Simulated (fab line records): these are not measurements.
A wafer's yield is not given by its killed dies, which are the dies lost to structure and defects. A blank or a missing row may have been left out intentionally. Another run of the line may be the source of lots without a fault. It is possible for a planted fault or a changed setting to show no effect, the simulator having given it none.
Which of the tools did it? -- flow gf180mcu -- 33 wafers from 11 lots sampled at 3 of the route's 602 steps

== WHAT EACH GAUGE READ, for each wafer ==
GF_V1_THK_MEAS_03.
lot,measured,on,V1_CVD_02_THK (nm)
L456,day 17 07:40,film_metro-01,845 845 850
L458,day 18 01:19,film_metro-03,834 851 839
L460,day 18 19:57,film_metro-02,847 842 851
L463,day 19 18:10,film_metro-01,868 855 863
L464,day 20 02:14,film_metro-03,820 842 847
L466,day 21 09:24,film_metro-03,851 828 849
L469,day 23 01:24,film_metro-01,841 834 851
L470,day 23 04:20,film_metro-03,859 856 850
L476,day 24 14:58,film_metro-03,843 855 865
L478,day 25 02:59,film_metro-03,843 832 865
L479,day 25 14:17,film_metro-03,855 847 857

== WHICH TOOL RAN EACH LOT (tool, then ch and the chambers of the sampled wafers, then the start) ==
lot,GF_M1_SPUTTER_01,GF_V1_CVD_02
L456,"pvd_sputter-02, day 16 07:37","pecvd-01 ch 1,2, day 17 07:35"
L458,"pvd_sputter-02, day 17 00:57","pecvd-02 ch 1,2, day 18 01:14"
L460,"pvd_sputter-04, day 17 19:11","pecvd-01 ch 0,2, day 18 19:52"
L463,"pvd_sputter-02, day 18 16:39","pecvd-01 ch 0,1,2, day 19 18:07"
L464,"pvd_sputter-04, day 19 00:51","pecvd-02 ch 0,1, day 20 02:10"
L466,"pvd_sputter-04, day 20 07:59","pecvd-03 ch 0,1,2, day 21 09:19"
L469,"pvd_sputter-03, day 22 00:51","pecvd-01 ch 0,1,2, day 23 01:20"
L470,"pvd_sputter-04, day 22 03:59","pecvd-02 ch 0,1,2, day 23 04:16"
L476,"pvd_sputter-03, day 23 14:55","pecvd-03 ch 0,1, day 24 14:54"
L478,"pvd_sputter-04, day 24 04:08","pecvd-03 ch 0,2, day 25 02:55"
L479,"pvd_sputter-02, day 24 15:35","pecvd-01 ch 0,1,2, day 25 14:13"
- GF_M1_SPUTTER_01: material TiN, target thk 30 nm, time 25 s.
- GF_V1_CVD_02: deposits SiO2 from TEOS, target thk 850 nm, time 94.851 s.

== THE ANSWER, worked out from the rows above alone ==
Rule: the lots themselves supply what counts as usual. The widest of any qualifying gaps counts: lots, ordered by their means at a reading, are off when they make up no more than a third of the lots, leave a main group of 4 or more, and stand apart from it by 3 or more times the standard deviation of that group's means. The tables above print the reading to a certain number of digits; a main group whose means all agree to those digits is not used. Also off: a lot with no number at a reading for which 4 or more lots have one. Where the step has rows for the other lots, those lots are counted as sound.
Nothing can be told from this: no lot is off at any reading shown.

== WHAT WAS PUT IN BY THE SIMULATOR ==
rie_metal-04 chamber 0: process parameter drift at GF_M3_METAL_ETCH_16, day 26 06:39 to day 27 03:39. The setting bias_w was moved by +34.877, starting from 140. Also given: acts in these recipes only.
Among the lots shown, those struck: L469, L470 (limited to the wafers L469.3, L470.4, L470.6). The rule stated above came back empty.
